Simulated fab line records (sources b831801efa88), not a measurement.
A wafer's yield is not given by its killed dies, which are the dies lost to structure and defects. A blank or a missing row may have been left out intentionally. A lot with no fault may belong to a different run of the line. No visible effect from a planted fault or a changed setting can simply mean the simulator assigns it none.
fab line records	flow sky130	part 1 of 2: steps 1 to 30 of 40
record: lots: 5	wafers: 15	lastDay: 50
route steps=708 shown LDD_HVP@286 LDD_LDN@289 SPACER@304 POLY_CUT@307 SD_P@320
lots that met no fault: taken from a fault-free run of the same line
startH: start of the lot's first displayed wafer, in hours after the record's first day	waitH: hours elapsed since this lot's preceding step	" the same as in the row above	L1.1+2: one row covering several wafers at once	- either no value or no given start	* or withheld: withheld	< > ~ a bound
route shown NAME@n: names a module that has steps shown in the file, with the first one's number in the route	usual: the fault-free wafers' mean and standard deviation	same: alike in all rows	chamber/n: place in a boat	sites: the reading at each site	_std_site: standard deviation of those values	_edge_site: inner sites' mean taken away from outer sites' mean	radiusMm: how far each site lies from the wafer's centre	mask NAME#n: copy n	behind: tool/chamber where the wafer was last shaped	hold: reason for holding the lot/hours on hold/outcome of the hold	device: names the non-switching transistor (n, p or np)	end of line: the same wafers' tests at the end of the route	step lacking rows: just its recipe	killed: not the wafer's yield, but the dies lost to structure and defects at the first sort	map: dies across one wafer; x = killed, . = not, _ = none there
set.NAME: setting as actually run; set.NAME@STEP: the setting as run at that earlier step	model.NAME: the simulator's own value behind a step, which no gauge read
certain route steps with their lots: each step a table, each wafer a row
services: when a tool's chamber went out of use (startH, in hours from the record's first day, below 0 if earlier), for how many hours, and the reason
== steps ==
step: SKY_LDD_HVP_IMPLANT_08
recipe: species: B	energyKev: 20	doseCm2: 1.7e+13	tiltDeg: 17.9
usual: beamEnergyKeV: 20.000/0.0061
lot.wafer	tool	chamber	startH	waitH	beamEnergyKeV
L076.2	implanter-02	0	537.92	0.0	20.001
L076.3	"	0	"	"	20.001
L076.6	"	0	"	"	20.004
L077.3	implanter-02	0	538.24	0.1	20.004
L077.5	"	0	"	"	19.996
L077.6	"	0	"	"	20.002
L085.1	implanter-01	0	628.39	0.0	19.999
L085.2	"	0	"	"	19.993
L085.5	"	0	"	"	19.995
L088.1	implanter-03	0	636.64	0.0	20.002
L088.2	"	0	"	"	20.000
L088.5	"	0	"	"	19.994
L096.1	implanter-02	0	667.24	0.0	19.995
L096.3	"	0	"	"	19.990
L096.6	"	0	"	"	19.990
step: SKY_LDD_HVP_STRIP_09
recipe: chemistry: O2/N2	powerW: 1400	pressureMtorr: 1500	platenTempC: withheld	o2FlowSccm: 3000	n2FlowSccm: 300	overashFraction: 0.5
usual: drypumpMotorCurrentA: 5.5/0.44	oesProductAu: 0.409/0.0045	stripTimeToEndpointS: 4.133/0.015
lot.wafer	tool	chamber	startH	waitH	drypumpMotorCurrentA	oesProductAu	rfHoursCounterH	stripTimeToEndpointS
L076.2	plasmaAsher-04	0	538.04	0.1	5.2	0.402	83	4.142
L076.3	"	1	"	"	6.5	0.412	-	4.141
L076.6	"	0	"	"	5.2	0.411	-	4.121
L077.3	plasmaAsher-01	0	538.37	0.1	5.3	0.413	-	4.142
L077.5	"	0	"	"	5.3	0.406	-	4.153
L077.6	"	1	"	"	5.6	0.406	-	4.137
L085.1	plasmaAsher-03	0	628.54	0.1	5.8	0.412	19	4.146
L085.2	"	1	"	"	4.9	0.407	19	4.163
L085.5	"	1	"	"	4.9	0.413	-	4.136
L088.1	plasmaAsher-04	1	636.79	0.1	6.5	0.403	93	4.121
L088.2	"	0	"	"	5.2	0.408	93	4.113
L088.5	"	0	"	"	5.2	0.408	-	4.119
L096.1	plasmaAsher-03	0	667.39	0.1	5.8	0.417	23	4.135
L096.3	"	1	"	"	5.0	0.415	-	4.116
L096.6	"	1	"	"	4.9	0.408	-	4.113
step: SKY_LDD_HVP_TW_MEAS_10
usual: LDD_HVP_TW: 452/3.2
lot.wafer	tool	chamber	startH	waitH	LDD_HVP_TW
L076.2	filmMetro-04	-	538.15	0.1	459
L076.3	"	-	"	"	457
L076.6	"	-	"	"	457
L077.3	filmMetro-01	-	538.46	0.1	448
L077.5	"	-	"	"	448
L077.6	"	-	"	"	451
L085.1	filmMetro-04	-	628.64	0.1	453
L085.2	"	-	"	"	455
L085.5	"	-	"	"	453
L088.1	filmMetro-02	-	636.89	0.1	458
L088.2	"	-	"	"	453
L088.5	"	-	"	"	453
L096.1	filmMetro-02	-	667.49	0.1	458
L096.3	"	-	"	"	455
L096.6	"	-	"	"	454
step: SKY_LDD_LDN_DEHYDRATE_00
recipe: tempC: 200	timeS: 60
same: timeS: 60
lot.wafer	tool	chamber	startH	waitH
L076.2+3+6	lithoTrack-02	0	552.07	13.9
L077.3+5+6	lithoTrack-04	0	552.60	14.1
L085.1+2+5	lithoTrack-03	0	641.95	13.3
L088.1+2+5	lithoTrack-03	0	650.70	13.8
L096.1+3+6	lithoTrack-02	0	681.69	14.2
step: SKY_LDD_LDN_HMDS_01
recipe: primeTimeS: 60	primeTempC: 120
lot.wafer	tool	chamber	startH	waitH
L076.2+3+6	lithoTrack-02	0	552.22	0.1
L077.3+5+6	lithoTrack-04	0	552.75	0.1
L085.1+2+5	lithoTrack-03	0	642.10	0.1
L088.1+2+5	lithoTrack-03	0	650.85	0.1
L096.1+3+6	lithoTrack-02	0	681.84	0.1
step: SKY_LDD_LDN_COAT_02
recipe: resist: NOVOLAK	spinRpm: 3000	resistThkNm: 1140
usual: dispensePressureKPa: 49.2/2.4
lot.wafer	tool	chamber	startH	waitH	dispensePressureKPa
L076.2	lithoTrack-02	0	552.37	0.1	45.9
L076.3	"	0	"	"	45.9
L076.6	"	0	"	"	46.0
L077.3	lithoTrack-04	0	552.90	0.1	50.0
L077.5	"	0	"	"	50.1
L077.6	"	0	"	"	50.0
L085.1	lithoTrack-03	0	642.25	0.1	51.6
L085.2	"	0	"	"	51.5
L085.5	"	0	"	"	51.6
L088.1	lithoTrack-03	0	651.00	0.1	51.6
L088.2	"	0	"	"	51.5
L088.5	"	0	"	"	51.5
L096.1	lithoTrack-02	0	681.99	0.1	46.0
L096.3	"	0	"	"	46.0
L096.6	"	0	"	"	46.0
step: SKY_LDD_LDN_SOFTBAKE_03
recipe: tempC: 90	timeS: 60	resist: NOVOLAK
same: timeS: 60
lot.wafer	tool	chamber	startH	waitH
L076.2+3+6	lithoTrack-02	0	552.52	0.1
L077.3+5+6	lithoTrack-04	0	553.05	0.1
L085.1+2+5	lithoTrack-03	0	642.40	0.1
L088.1+2+5	lithoTrack-03	0	651.15	0.1
L096.1+3+6	lithoTrack-02	0	682.14	0.1
step: SKY_LDD_LDN_EXPOSE_04
recipe: maskId: LDNTM	na: 0.6	sourceShape: conventional	sigmaOuter: 0.6	polarization: unpolarized	targetCdNm: 700	doseMj: 140
same: sigmaOuter: 0.6
lot.wafer	tool	chamber	startH	waitH	mask
L076.2+3+6	ilineStepper-02	0	-	-	LDNTM#0
L077.3+5+6	ilineStepper-01	0	-	-	LDNTM#0
L085.1+2+5	ilineStepper-02	0	-	-	LDNTM#0
L088.1+2+5	ilineStepper-01	0	-	-	LDNTM#0
L096.1+3+6	ilineStepper-02	0	-	-	LDNTM#0
step: SKY_LDD_LDN_PEB_05
recipe: tempC: withheld	timeS: *	resist: NOVOLAK
same: timeS: *
lot.wafer	tool	chamber	startH	waitH
L076.2+3+6	lithoTrack-04	0	-	-
L077.3+5+6	lithoTrack-03	0	-	-
L085.1+2+5	lithoTrack-02	0	-	-
L088.1+2+5	lithoTrack-04	0	-	-
L096.1+3+6	lithoTrack-04	0	-	-
step: SKY_LDD_LDN_DEVELOP_06
recipe: resist: NOVOLAK	developer: TMAH	developTimeS: 60	devTempC: 23
lot.wafer	tool	chamber	startH	waitH
L076.2+3+6	lithoTrack-04	0	566.92	0.1
L077.3+5+6	lithoTrack-03	0	567.75	0.1
L085.1+2+5	lithoTrack-02	0	656.84	0.1
L088.1+2+5	lithoTrack-04	0	665.25	0.1
L096.1+3+6	lithoTrack-04	0	695.85	0.1
step: SKY_LDD_LDN_OVL_MEAS_07
usual: LDD_LDN_OVL: 0.2/1.5
lot.wafer	tool	chamber	startH	waitH	LDD_LDN_OVL[nm]
L076.2	overlay-02	-	567.05	0.1	1.4
L076.3	"	-	"	"	1.3
L076.6	"	-	"	"	1.6
L077.3	overlay-02	-	567.87	0.1	0.4
L077.5	"	-	"	"	-0.1
L077.6	"	-	"	"	-0.2
L085.1	overlay-02	-	656.99	0.1	0.0
L085.2	"	-	"	"	-0.2
L085.5	"	-	"	"	0.3
L088.1	overlay-02	-	665.40	0.1	-1.4
L088.2	"	-	"	"	0.3
L088.5	"	-	"	"	-0.1
L096.1	overlay-01	-	696.00	0.1	1.3
L096.3	"	-	"	"	0.6
L096.6	"	-	"	"	0.1
step: SKY_LDD_LDN_IMPLANT_08
recipe: species: As	energyKev: 15	doseCm2: 1.25e+13	tiltDeg: withheld	rotationDeg: 23
usual: beamEnergyKeV: 15.000/0.0044
lot.wafer	tool	chamber	startH	waitH	beamEnergyKeV
L076.2	implanter-04	0	567.11	0.0	14.996
L076.3	"	0	"	"	14.995
L076.6	"	0	"	"	14.998
L077.3	implanter-03	0	567.94	0.1	15.004
L077.5	"	0	"	"	14.996
L077.6	"	0	"	"	15.003
L085.1	implanter-01	0	657.03	0.0	14.999
L085.2	"	0	"	"	15.003
L085.5	"	0	"	"	14.997
L088.1	implanter-01	0	665.43	0.0	15.003
L088.2	"	0	"	"	15.004
L088.5	"	0	"	"	15.002
L096.1	implanter-04	0	696.03	0.0	15.000
L096.3	"	0	"	"	15.003
L096.6	"	0	"	"	15.004
step: SKY_LDD_LDN_IMPLANT_09
recipe: species: As	energyKev: 15	doseCm2: 1.25e+13	tiltDeg: withheld	rotationDeg: 113
usual: beamEnergyKeV: 15.000/0.0041
lot.wafer	tool	chamber	startH	waitH	beamEnergyKeV
L076.2	implanter-04	0	567.26	0.1	14.995
L076.3	"	0	"	"	15.000
L076.6	"	0	"	"	15.001
L077.3	implanter-03	0	568.09	0.1	14.999
L077.5	"	0	"	"	14.998
L077.6	"	0	"	"	14.997
L085.1	implanter-01	0	657.18	0.1	14.997
L085.2	"	0	"	"	15.002
L085.5	"	0	"	"	14.998
L088.1	implanter-01	0	665.58	0.1	15.002
L088.2	"	0	"	"	15.010
L088.5	"	0	"	"	15.004
L096.1	implanter-04	0	696.18	0.1	15.000
L096.3	"	0	"	"	15.010
L096.6	"	0	"	"	14.997
step: SKY_LDD_LDN_IMPLANT_10
recipe: species: As	energyKev: 15	doseCm2: 1.25e+13	tiltDeg: withheld	rotationDeg: 203
usual: beamEnergyKeV: 15.000/0.0049
lot.wafer	tool	chamber	startH	waitH	beamEnergyKeV
L076.2	implanter-04	0	567.41	0.1	15.001
L076.3	"	0	"	"	14.998
L076.6	"	0	"	"	15.006
L077.3	implanter-03	0	568.24	0.1	15.001
L077.5	"	0	"	"	14.999
L077.6	"	0	"	"	15.002
L085.1	implanter-01	0	657.33	0.1	15.002
L085.2	"	0	"	"	15.005
L085.5	"	0	"	"	15.002
L088.1	implanter-01	0	665.73	0.1	14.999
L088.2	"	0	"	"	14.995
L088.5	"	0	"	"	14.998
L096.1	implanter-04	0	696.33	0.1	14.999
L096.3	"	0	"	"	14.995
L096.6	"	0	"	"	14.990
step: SKY_LDD_LDN_IMPLANT_11
recipe: species: As	energyKev: 15	doseCm2: 1.25e+13	tiltDeg: withheld	rotationDeg: 293
usual: beamEnergyKeV: 15.001/0.004
lot.wafer	tool	chamber	startH	waitH	beamEnergyKeV
L076.2	implanter-04	0	567.56	0.1	14.997
L076.3	"	0	"	"	15.002
L076.6	"	0	"	"	15.000
L077.3	implanter-03	0	568.39	0.1	14.999
L077.5	"	0	"	"	15.004
L077.6	"	0	"	"	14.999
L085.1	implanter-01	0	657.48	0.1	14.996
L085.2	"	0	"	"	15.000
L085.5	"	0	"	"	14.999
L088.1	implanter-01	0	665.88	0.1	15.001
L088.2	"	0	"	"	15.006
L088.5	"	0	"	"	15.002
L096.1	implanter-04	0	696.48	0.1	15.000
L096.3	"	0	"	"	15.002
L096.6	"	0	"	"	15.001
step: SKY_LDD_LDN_STRIP_12
recipe: chemistry: O2/N2	powerW: 1400	pressureMtorr: 1500	platenTempC: withheld	o2FlowSccm: 3000	n2FlowSccm: 300	overashFraction: 0.5
usual: drypumpMotorCurrentA: 5.9/0.64	oesProductAu: 0.715/0.0046	stripTimeToEndpointS: 14.18/0.037
lot.wafer	tool	chamber	startH	waitH	drypumpMotorCurrentA	oesProductAu	rfHoursCounterH	stripTimeToEndpointS
L076.2	plasmaAsher-02	1	567.68	0.1	5.4	0.717	77	14.15
L076.3	"	0	"	"	6.7	0.716	-	14.21
L076.6	"	0	"	"	6.7	0.712	-	14.15
L077.3	plasmaAsher-04	1	568.52	0.1	6.5	0.719	-	14.14
L077.5	"	1	"	"	6.5	0.713	-	14.12
L077.6	"	0	"	"	5.2	0.720	-	14.15
L085.1	plasmaAsher-04	1	657.63	0.1	6.4	0.716	95	14.17
L085.2	"	0	"	"	5.2	0.717	95	14.21
L085.5	"	0	"	"	5.3	0.714	-	14.18
L088.1	plasmaAsher-04	0	666.03	0.1	5.3	0.722	96	14.19
L088.2	"	1	"	"	6.4	0.708	96	14.21
L088.5	"	0	"	"	5.3	0.715	-	14.21
L096.1	plasmaAsher-02	1	696.63	0.1	5.4	0.722	91	14.20
L096.3	"	1	"	"	5.3	0.714	-	14.15
L096.6	"	0	"	"	6.8	0.702	-	14.15
step: SKY_LDD_LDN_TW_MEAS_13
usual: LDD_LDN_TW: 1473/10
lot.wafer	tool	chamber	startH	waitH	LDD_LDN_TW
L076.2	filmMetro-02	-	567.79	0.1	1475
L076.3	"	-	"	"	1474
L076.6	"	-	"	"	1484
L077.3	filmMetro-02	-	568.61	0.1	1480
L077.5	"	-	"	"	1484
L077.6	"	-	"	"	1494
L085.1	filmMetro-03	-	657.73	0.1	1474
L085.2	"	-	"	"	1483
L085.5	"	-	"	"	1483
L088.1	filmMetro-01	-	666.13	0.1	1464
L088.2	"	-	"	"	1457
L088.5	"	-	"	"	1458
L096.1	filmMetro-03	-	696.73	0.1	1484
L096.3	"	-	"	"	1482
L096.6	"	-	"	"	1485
step: SKY_LDD_LDN_CLEAN_14
recipe: chemistry: SC1/SC2	mix: 1:4:20	tempC: 70	timeS: 150	dry: n2Spin
same: timeS: 150
lot.wafer	tool	chamber	startH	waitH
L076.2+3+6	wetBench-02	1	567.84	0.0
L077.3+5+6	wetBench-01	3	568.65	0.0
L085.1+2+5	wetBench-01	2	657.79	0.1
L088.1+2+5	wetBench-03	0	666.19	0.1
L096.1+3+6	wetBench-03	1	696.79	0.1
step: SKY_SPACER_CVD_00
recipe: material: Si3N4	precursor: DCS/NH3	targetThkNm: 43.1	tempC: 770	timeS: 740	pressureMtorr: 250
usual: spikeTcCentreC: 770.9/1.7	zonePowerTopPct: 24.5/2.4
same: timeS: 740
lot.wafer	tool	chamber	startH	waitH	spikeTcCentreC	zonePowerTopPct
L076.2	lpcvd-02	1	567.89	0.0	770.0	27.2
L076.3	"	1	"	"	769.1	26.8
L076.6	"	1	"	"	769.7	26.9
L077.3	lpcvd-02	0	569.10	0.4	771.9	22.2
L077.5	"	0	"	"	772.3	22.4
L077.6	"	0	"	"	772.6	22.0
L085.1	lpcvd-02	0	658.61	0.8	771.3	22.1
L085.2	"	0	"	"	772.1	22.5
L085.5	"	0	"	"	770.5	22.3
L088.1	lpcvd-02	0	666.25	0.0	773.9	22.3
L088.2	"	0	"	"	772.8	22.2
L088.5	"	0	"	"	773.2	22.4
L096.1	lpcvd-02	0	697.66	0.8	773.2	22.6
L096.3	"	0	"	"	773.6	22.3
L096.6	"	0	"	"	772.9	22.2
step: SKY_SPACER_THK_MEAS_01
recipe: reads: Si3N4_of_SPACER_CVD_00
usual: SPACER_CVD_00_THK: 43.1/0.37
lot.wafer	tool	chamber	startH	waitH	SPACER_CVD_00_THK[nm]
L076.2	filmMetro-03	-	569.11	0.0	43.3
L076.3	"	-	"	"	42.6
L076.6	"	-	"	"	42.8
L077.3	filmMetro-04	-	570.33	0.0	42.9
L077.5	"	-	"	"	42.9
L077.6	"	-	"	"	43.3
L085.1	filmMetro-04	-	659.81	0.0	43.5
L085.2	"	-	"	"	43.8
L085.5	"	-	"	"	43.6
L088.1	filmMetro-04	-	668.06	0.0	43.1
L088.2	"	-	"	"	42.7
L088.5	"	-	"	"	43.0
L096.1	filmMetro-01	-	698.86	0.0	43.4
L096.3	"	-	"	"	43.1
L096.6	"	-	"	"	43.5
step: SKY_SPACER_ETCHBACK_02
recipe: chemistry: CH3F/O2	target: Si3N4	stopOn: SiO2	sourceW: 400	biasW: 80	pressureMtorr: 25	ch3fFlowSccm: 40	O2_flow_sccm: 30	timeS: 46.7	targetDepthA: 450
usual: drypumpMotorCurrentA: 5.8/0.4	oesProductAu: 0.856/0.0063	throttleValvePct: 10.563/0.0083
same: timeS: 46.7
lot.wafer	tool	chamber	startH	waitH	drypumpMotorCurrentA	oesProductAu	rfHoursCounterH	throttleValvePct
L076.2	rieDiel-01	1	569.16	0.0	6.4	0.855	9	10.559
L076.3	"	3	"	"	6.0	0.844	3	10.560
L076.6	"	0	"	"	5.3	0.856	-	10.562
L077.3	rieDiel-03	3	570.37	0.0	5.4	0.846	2	10.568
L077.5	"	2	"	"	5.6	0.852	-	10.574
L077.6	"	3	"	"	5.4	0.861	-	10.567
L085.1	rieDiel-02	1	659.87	0.1	5.6	0.866	2	10.560
L085.2	"	0	"	"	5.9	0.863	12	10.571
L085.5	"	0	"	"	5.9	0.860	-	10.566
L088.1	rieDiel-01	1	668.12	0.1	6.4	0.854	11	10.571
L088.2	"	3	"	"	6.0	0.855	5	10.566
L088.5	"	0	"	"	5.3	0.850	-	10.559
L096.1	rieDiel-02	3	698.92	0.1	5.1	0.860	0	10.561
L096.3	"	2	"	"	6.4	0.857	36	10.579
L096.6	"	3	"	"	5.1	0.856	-	10.566
step: SKY_POLY_CUT_DEHYDRATE_00
recipe: tempC: 200	timeS: 60
same: timeS: 60
lot.wafer	tool	chamber	startH	waitH
L076.2+3+6	lithoTrack-03	0	582.58	13.4
L077.3+5+6	lithoTrack-03	0	583.40	13.0
L085.1+2+5	lithoTrack-03	0	673.00	13.1
L088.1+2+5	lithoTrack-03	0	682.20	14.1
L096.1+3+6	lithoTrack-03	0	712.65	13.7
step: SKY_POLY_CUT_HMDS_01
recipe: primeTimeS: 60	primeTempC: 120
lot.wafer	tool	chamber	startH	waitH
L076.2+3+6	lithoTrack-03	0	582.73	0.1
L077.3+5+6	lithoTrack-03	0	583.55	0.1
L085.1+2+5	lithoTrack-03	0	673.15	0.1
L088.1+2+5	lithoTrack-03	0	682.35	0.1
L096.1+3+6	lithoTrack-03	0	712.80	0.1
step: SKY_POLY_CUT_COAT_02
recipe: resist: BARC	tempC: withheld	timeS: withheld	spinRpm: 3000	resistThkNm: 60
usual: dispensePressureKPa: 49.4/2.7
lot.wafer	tool	chamber	startH	waitH	dispensePressureKPa
L076.2	lithoTrack-03	0	582.88	0.1	51.5
L076.3	"	0	"	"	51.6
L076.6	"	0	"	"	51.5
L077.3	lithoTrack-03	0	583.70	0.1	51.6
L077.5	"	0	"	"	51.5
L077.6	"	0	"	"	51.6
L085.1	lithoTrack-03	0	673.30	0.1	51.5
L085.2	"	0	"	"	51.5
L085.5	"	0	"	"	51.6
L088.1	lithoTrack-03	0	682.50	0.1	51.6
L088.2	"	0	"	"	51.5
L088.5	"	0	"	"	51.5
L096.1	lithoTrack-03	0	712.95	0.1	51.6
L096.3	"	0	"	"	51.6
L096.6	"	0	"	"	51.6
step: SKY_POLY_CUT_COAT_03
recipe: resist: KrF-thick	spinRpm: 3000	resistThkNm: 450
usual: dispensePressureKPa: 49.4/2.7
lot.wafer	tool	chamber	startH	waitH	dispensePressureKPa
L076.2	lithoTrack-03	0	-	-	51.5
L076.3	"	0	"	"	51.6
L076.6	"	0	"	"	51.5
L077.3	lithoTrack-03	0	-	-	51.6
L077.5	"	0	"	"	51.5
L077.6	"	0	"	"	51.5
L085.1	lithoTrack-03	0	-	-	51.6
L085.2	"	0	"	"	51.6
L085.5	"	0	"	"	51.5
L088.1	lithoTrack-03	0	-	-	51.5
L088.2	"	0	"	"	51.5
L088.5	"	0	"	"	51.5
L096.1	lithoTrack-03	0	-	-	51.5
L096.3	"	0	"	"	51.5
L096.6	"	0	"	"	51.5
step: SKY_POLY_CUT_SOFTBAKE_04
recipe: tempC: 100	timeS: 90	resist: KrF-thick
same: timeS: 90
lot.wafer	tool	chamber	startH	waitH
L076.2+3+6	lithoTrack-03	0	-	-
L077.3+5+6	lithoTrack-03	0	-	-
L085.1+2+5	lithoTrack-03	0	-	-
L088.1+2+5	lithoTrack-03	0	-	-
L096.1+3+6	lithoTrack-03	0	-	-
step: SKY_POLY_CUT_EXPOSE_05
recipe: maskId: NPCM	na: 0.8	sourceShape: annular	sigmaInner: 0.55	sigmaOuter: 0.85	targetCdNm: 270	doseMj: 32
same: sigmaInner: 0.55	sigmaOuter: 0.85
lot.wafer	tool	chamber	startH	waitH	mask
L076.2+3+6	krfScanner-01	0	-	-	NPCM#0
L077.3+5+6	krfScanner-02	0	-	-	NPCM#0
L085.1+2+5	krfScanner-02	0	-	-	NPCM#0
L088.1+2+5	krfScanner-02	0	-	-	NPCM#0
L096.1+3+6	krfScanner-01	0	-	-	NPCM#0
step: SKY_POLY_CUT_PEB_06
recipe: pebTempC: withheld	pebTimeS: withheld	resist: KrF-thick
lot.wafer	tool	chamber	startH	waitH
L076.2+3+6	lithoTrack-01	0	-	-
L077.3+5+6	lithoTrack-01	0	-	-
L085.1+2+5	lithoTrack-01	0	-	-
L088.1+2+5	lithoTrack-03	0	-	-
L096.1+3+6	lithoTrack-04	0	-	-
step: SKY_POLY_CUT_DEVELOP_07
recipe: developTimeS: 60	resist: KrF-thick	devTempC: 21
lot.wafer	tool	chamber	startH	waitH
L076.2+3+6	lithoTrack-01	0	-	-
L077.3+5+6	lithoTrack-01	0	-	-
L085.1+2+5	lithoTrack-01	0	-	-
L088.1+2+5	lithoTrack-03	0	-	-
L096.1+3+6	lithoTrack-04	0	-	-
step: SKY_POLY_CUT_CD_MEAS_08
recipe: targetCdNm: 270
usual: cdNm: 269.8/1.2
lot.wafer	tool	chamber	startH	waitH	cdNm
L076.2	cdSem-01	-	598.08	-	270.0
L076.3	"	-	"	"	268.6
L076.6	"	-	"	"	267.6
L077.3	cdSem-02	-	598.75	-	272.4
L077.5	"	-	"	"	271.1
L077.6	"	-	"	"	271.1
L085.1	cdSem-02	-	687.86	-	269.8
L085.2	"	-	"	"	270.4
L085.5	"	-	"	"	268.9
L088.1	cdSem-02	-	697.00	-	268.0
L088.2	"	-	"	"	268.6
L088.5	"	-	"	"	268.9
L096.1	cdSem-01	-	727.20	-	268.9
L096.3	"	-	"	"	267.9
L096.6	"	-	"	"	269.2
